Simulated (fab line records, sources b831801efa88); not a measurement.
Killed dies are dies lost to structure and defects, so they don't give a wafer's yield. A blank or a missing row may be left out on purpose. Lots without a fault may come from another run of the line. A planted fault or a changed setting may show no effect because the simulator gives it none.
fab line records | flow gf180mcu
record lots=14 wafers=42 last_day=34
route steps=602 shown LVPWELL@60 SALICIDE@280 CONTACT@289
lots that met no fault: from a run of the same line without faults
start_h: hours from the record's first day to the start of the lot's first wafer shown | wait_h: hours since the lot's step before | " the same as in the row above | L1.1+2: a row that stands for several wafers | - no value, or no start given | * or withheld: withheld | < > ~ a bound
route shown NAME@n: a module of which the file shows steps, and the number in the route of the first | usual: mean/standard deviation of fault-free wafers | same: alike in all rows | chamber/n: place in a boat | sites: the reading at each site | _std_site: their standard deviation | _edge_site: outer sites' mean less inner sites' | radius_mm: how far each site lies from the wafer's centre | mask NAME#n: copy n | behind: the tool/chamber that last shaped the wafer | hold: why the lot was held/for how many hours/how that ended | device: the transistor (n, p or np) that didn't switch | end of line: the same wafers' tests at the end of the route | a step without rows: its recipe alone | killed: dies lost to structure and defects at the first sort, not the wafer's yield | map: a wafer's dies, x killed, . not, _ none there
set.NAME: the setting as run; set.NAME@STEP: as run at that earlier step | model.NAME: the simulator's own value behind a step, which no gauge read
steps of the route over a sample of lots; a table a step, a row a wafer
services: from which hour (start_h, from the record's first day; less than 0 if before it) a tool's chamber was out of use, for how many hours, and why
## steps
# step GF_LVPWELL_DEVELOP_06
# recipe wall_angle_deg=90 develop_time_s=60 dev_temp_c=23
# usual chill_plate_temp_C=23.00/0.1 develop_time_s=60/0
# columns lot.wafer tool chamber start_h wait_h chill_plate_temp_C develop_time_s
L859.1 litho_track-02 0 74 - 23.09 60
L859.3 " 0 " " 22.94 60
L859.4 " 0 " " 22.95 60
L862.1 litho_track-01 0 92 - 23.13 60
L862.4 " 0 " " 23.35 60
L862.6 " 0 " " 23.02 60
L863.2 litho_track-03 0 98 - 22.96 60
L863.5 " 0 " " 23.09 60
L863.6 " 0 " " 22.98 60
L865.4 litho_track-01 0 109 - 22.85 60
L865.5 " 0 " " 22.98 60
L865.6 " 0 " " 22.93 60
L866.1 litho_track-02 0 116 - 22.94 60
L866.2 " 0 " " 23.07 60
L866.4 " 0 " " 22.99 60
L867.1 litho_track-03 0 118 - 22.95 60
L867.3 " 0 " " 22.84 60
L867.6 " 0 " " 23.00 60
L868.1 litho_track-03 0 124 - 22.96 60
L868.5 " 0 " " 22.90 60
L868.6 " 0 " " 23.00 60
L869.3 litho_track-03 0 128 - 23.00 60
L869.5 " 0 " " 22.90 60
L869.6 " 0 " " 23.08 60
L870.1 litho_track-01 0 134 - 22.87 60
L870.2 " 0 " " 22.88 60
L870.6 " 0 " " 22.96 60
L877.4 litho_track-01 - 180 - - -
L877.5 " - " " - -
L877.6 " - " " - -
L878.4 litho_track-03 - 183 - - -
L878.5 " - " " - -
L878.6 " - " " - -
L879.1 litho_track-03 0 191 - 23.10 60
L879.4 " 0 " " 22.96 60
L879.5 " 0 " " 22.90 60
L880.1 litho_track-03 0 192 - 22.92 60
L880.2 " 0 " " 23.11 60
L880.3 " 0 " " 22.93 60
L881.1 litho_track-01 0 197 - 23.14 60
L881.3 " 0 " " 23.05 60
L881.5 " 0 " " 23.08 60
# step GF_SALICIDE_SPUTTER_02
# recipe material=Co target_thk_nm=10 power_w=1000 time_s=20 chamber_pressure_pa=0.4
# usual throttle_valve_pct=30.2/0.97
# columns lot.wafer tool chamber start_h wait_h throttle_valve_pct
L859.1 pvd_sputter-02 - 348.91 0.0 31.2
L859.3 " - " " 31.2
L859.4 " - " " 30.2
L862.1 pvd_sputter-02 - 376.59 0.0 30.1
L862.4 " - " " 29.0
L862.6 " - " " 28.8
L863.2 pvd_sputter-02 - 384.74 0.0 30.9
L863.5 " - " " 31.0
L863.6 " - " " 30.0
L865.4 pvd_sputter-02 - 403.16 0.0 30.2
L865.5 " - " " 31.2
L865.6 " - " " 31.2
L866.1 pvd_sputter-01 - 409.29 0.0 30.7
L866.2 " - " " 28.4
L866.4 " - " " 29.4
L867.1 pvd_sputter-02 - 424.77 0.0 31.2
L867.3 " - " " 31.2
L867.6 " - " " 30.1
L868.1 pvd_sputter-01 - 427.08 0.0 28.5
L868.5 " - " " 29.4
L868.6 " - " " 28.6
L869.3 pvd_sputter-04 - 429.67 0.0 30.4
L869.5 " - " " 30.5
L869.6 " - " " 31.3
L870.1 pvd_sputter-04 - 443.07 0.0 28.9
L870.2 " - " " 31.0
L870.6 " - " " 30.5
L878.4 pvd_sputter-04 - 512.72 0.0 31.0
L878.5 " - " " 29.0
L878.6 " - " " 31.3
L877.4 pvd_sputter-02 - 513.31 0.0 30.2
L877.5 " - " " 30.8
L877.6 " - " " 30.9
L879.1 pvd_sputter-02 - 527.02 0.0 31.3
L879.4 " - " " 31.1
L879.5 " - " " 29.0
L880.1 pvd_sputter-04 - 527.71 0.0 28.7
L880.2 " - " " 31.2
L880.3 " - " " 31.8
L881.1 pvd_sputter-01 - 532.26 0.0 28.8
L881.3 " - " " 30.5
L881.5 " - " " 29.5
# step GF_CONTACT_CVD_02
# recipe material=SiO2 target_thk_nm=860 precursor=TEOS temp_c=400 time_s=95.992 rf_w=600
# usual heater_power_w=690/81
# columns lot.wafer tool chamber start_h wait_h heater_power_w
L859.1 pecvd-03 0 349.55 0.1 764
L859.3 " 1 " " 613
L859.4 " 1 " " 657
L862.1 pecvd-04 0 377.22 0.1 556
L862.4 " 2 " " 771
L862.6 " 0 " " 609
L863.2 pecvd-01 1 385.38 0.0 586
L863.5 " 0 " " 687
L863.6 " 2 " " 691
L865.4 pecvd-03 1 403.83 0.1 719
L865.5 " 2 " " 819
L865.6 " 0 " " 778
L866.1 pecvd-01 2 409.92 0.1 709
L866.2 " 1 " " 622
L866.4 " 1 " " 650
L867.1 pecvd-04 0 425.41 0.1 700
L867.3 " 2 " " 675
L867.6 " 1 " " 697
L868.1 pecvd-03 0 427.71 0.1 729
L868.5 " 1 " " 694
L868.6 " 0 " " 747
L869.3 pecvd-04 2 430.30 0.0 821
L869.5 " 0 " " 629
L869.6 " 2 " " 657
L870.1 pecvd-01 2 443.79 0.1 657
L870.2 " 0 " " 739
L870.6 " 0 " " 631
L878.4 pecvd-03 0 513.38 0.1 631
L878.5 " 2 " " 825
L878.6 " 1 " " 728
L877.4 pecvd-01 1 513.97 0.1 647
L877.5 " 2 " " 690
L877.6 " 0 " " 692
L879.1 pecvd-01 1 527.75 0.1 670
L879.4 " 0 " " 570
L879.5 " 1 " " 534
L880.1 pecvd-03 2 528.44 0.1 719
L880.2 " 0 " " 789
L880.3 " 1 " " 657
L881.1 pecvd-03 2 532.89 0.1 711
L881.3 " 1 " " 712
L881.5 " 2 " " 784
# step GF_CONTACT_THK_MEAS_03
# recipe reads=SiO2_of_CONTACT_CVD_02
# usual CONTACT_CVD_02_THK=863/14
# columns lot.wafer tool chamber start_h wait_h CONTACT_CVD_02_THK[nm]
L859.1 film_metro-03 - 349.62 0.0 864
L859.3 " - " " 841
L859.4 " - " " 856
L862.1 film_metro-02 - 377.29 0.0 873
L862.4 " - " " 897
L862.6 " - " " 884
L863.2 film_metro-02 - 385.46 0.0 861
L863.5 " - " " 890
L863.6 " - " " 874
L865.4 film_metro-03 - 403.89 0.0 847
L865.5 " - " " 866
L865.6 " - " " 861
L866.1 film_metro-01 - 409.99 0.0 846
L866.2 " - " " 842
L866.4 " - " " 861
L867.1 film_metro-02 - 425.48 0.0 874
L867.3 " - " " 861
L867.6 " - " " 875
L868.1 film_metro-01 - 427.78 0.0 850
L868.5 " - " " 840
L868.6 " - " " 859
L869.3 film_metro-03 - 430.39 0.1 843
L869.5 " - " " 877
L869.6 " - " " 855
L870.1 film_metro-03 - 443.90 0.1 854
L870.2 " - " " 863
L870.6 " - " " 868
L878.4 film_metro-02 - 513.49 0.1 892
L878.5 " - " " 882
L878.6 " - " " 860
L877.4 film_metro-02 - 514.04 0.0 879
L877.5 " - " " 878
L877.6 " - " " 874
L879.1 film_metro-03 - 527.82 0.0 867
L879.4 " - " " 880
L879.5 " - " " 878
L880.1 film_metro-01 - 528.51 0.0 868
L880.2 " - " " 880
L880.3 " - " " 848
L881.1 film_metro-01 - 532.96 0.0 860
L881.3 " - " " 843
L881.5 " - " " 871
## services
# columns tool chamber start_h hours kind
pecvd-01 0 88.67 4.7 repair
pvd_sputter-04 - 89.38 3.8 repair
pvd_sputter-02 - 121.57 2.9 repair
pvd_sputter-02 - 131.40 1.4 repair
pvd_sputter-01 - 133.67 3.0 repair
pvd_sputter-01 - 137.34 17.9 repair
pecvd-01 - 155.18 5.5 pm
pvd_sputter-04 - 167.97 1.0 repair
pvd_sputter-04 - 178.99 3.0 repair
pvd_sputter-01 - 208.39 1.9 repair
pecvd-01 - 212.24 0.7 repair
pvd_sputter-04 - 254.77 2.4 repair
pvd_sputter-04 - 267.13 2.1 repair
pecvd-04 - 268.78 2.8 pm
pecvd-03 - 284.40 0.6 repair
pvd_sputter-02 - 309.39 5.7 repair
pecvd-03 2 337.51 8.7 repair
pecvd-01 - 368.88 14.0 pm
pecvd-01 - 396.08 0.3 repair
pecvd-01 1 440.52 3.6 repair
pecvd-01 2 445.74 5.2 repair
pvd_sputter-04 - 452.22 3.9 repair
pecvd-01 - 459.17 6.0 pm
pecvd-01 - 469.41 1.8 repair
## key
first_sign step=GF_LVPWELL_DEVELOP_06 reading=tool_record direction=missing
effect none on later readings
met_at GF_LVPWELL_DEVELOP_06
struck_lots L877,L878
sort_left_out L877.4,L877.5,L877.6,L878.4,L878.5,L878.6
tester_left_out L877,L878
not_acting_at GF_SALICIDE_SPUTTER_02,GF_CONTACT_CVD_02,GF_CONTACT_THK_MEAS_03
onset_between 134 180
fault kind=skipped_step_whole tool=litho_track-01,litho_track-03 chamber=- onset_h=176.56 steps=GF_LVPWELL_DEVELOP_06 scope=struck_lots_only
# tester_left_out: of these lots the tester's yield and bins aren't shown, on N5 and GAA mostly nor the transistor test; their killed dies are dies lost to structure and defects alone, not to doping, threshold or leakage, so they don't give the yield
# sort_left_out: the simulated sort isn't trusted on such a fault, so these wafers' sort isn't shown, and their yield isn't known
